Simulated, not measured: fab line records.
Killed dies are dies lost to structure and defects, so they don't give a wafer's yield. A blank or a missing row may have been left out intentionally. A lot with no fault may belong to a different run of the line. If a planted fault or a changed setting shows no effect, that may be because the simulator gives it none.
A lot that was struck, set against a sound lot | flow sky130 | 15 steps out of a route of 708
Sound: these wafers, L465.1, L465.2, L465.5. Wafers struck: L473.2, L473.3, L473.5. Last of all comes the cause.
Per side, at each step with rows, come the tool, then ch with its chambers, and then its first start. Under that, the readings that differ: sound wafers | struck wafers | difference of the means | sigmas: that difference in standard deviations of wafers without a fault.
alike: readings whose means differ by less than 2 such deviations, and words and numbers that are the same on both sides. not compared: withheld readings, readings that some wafer has no value for, bounds like >300 that may hide the same value, and numbers for which the record gives no deviation and whose values overlap.
A row with sigmas, a row that says differs or no value, or rows on one side alone: a step with any of these is where the two part. When numbers do not overlap yet have no deviation, they are printed without sigmas and do not part them. A reading missing from all wafers of one side parts the sides only when that side holds two or more wafers.

first, 7 steps without rows for these wafers: SKY_LDD_N_DEHYDRATE_00 (time 60 s); SKY_LDD_N_HMDS_01 (prime time 60 s); SKY_LDD_N_COAT_02 (resist thk 300 nm); SKY_LDD_N_SOFTBAKE_03 (time 60 s); SKY_LDD_N_EXPOSE_04 (exposes mask NTM, target cd 840 nm); SKY_LDD_N_PEB_05; SKY_LDD_N_DEVELOP_06 (develop time 60 s).
SKY_LDD_N_OVL_MEAS_07:
  struck on overlay-01, day 25 06:39; sound on overlay-01, day 22 16:50
  alike: LDD_N_OVL
then, 4 steps without rows for these wafers: SKY_LDD_N_IMPLANT_08; SKY_LDD_N_IMPLANT_09; SKY_LDD_N_IMPLANT_10; SKY_LDD_N_IMPLANT_11.
SKY_LDD_N_IMPLANT_12:
  sound on implanter-01 ch 0, day 22 17:28; struck on implanter-01 ch 0, day 25 07:18
  reading            | sound                | struck               | difference | sigmas
  tilt deg (degrees) | 29.997 29.996 30.031 | -0.022 -0.014 -0.007 | -30.022    | -99 or more
  alike: beam energy keV
next, for these wafers, 1 step has no rows: SKY_LDD_N_IMPLANT_13.
-- a jump in the record: the struck wafers' starts before and after are 25 days apart (it breaks off in module LDD_N and resumes in module PAD_OPEN, where the first step shown is number 708 of the route) --
SKY_PAD_OPEN_PROBE_99:
  struck on prober-02, day 50 14:41; sound on prober-02, day 48 23:58
  reading                                    | sound                | struck               | difference | sigmas
  killed_at_M4_up                            | 3 2 5                | 7 7 7                | +4         | +2
  model.etest.nfet_01v8_lvt.vt sat v (V)     | 0.5292 0.5253 0.5318 | 0.4971 0.4981 0.493  | -0.0327    |
  model.etest.nfet_01v8.vt sat v (V)         | 0.64 0.6383 0.6401   | 0.6201 0.6195 0.6129 | -0.0220    |
  model.etest.nfet_01v8_swapped.vt sat v (V) | 0.6416 0.6438 0.6481 | 0.6757 0.6792 0.665  | +0.0288    |
  alike: killed_at_M0_to_M3, killed at contacts, killed at front end, killed at other, killed dies, killed open, killed short
  not compared: model.etest.nfet_01v8.off log10 a um, model.etest.sram nfet pass.vt sat v

WHERE THEY PART
Earliest at SKY_LDD_N_IMPLANT_12; latest, in this record, at SKY_PAD_OPEN_PROBE_99.

WHY: whatever the simulator had introduced
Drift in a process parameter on implanter-01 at SKY_LDD_N_IMPLANT_12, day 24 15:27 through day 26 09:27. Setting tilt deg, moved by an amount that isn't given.
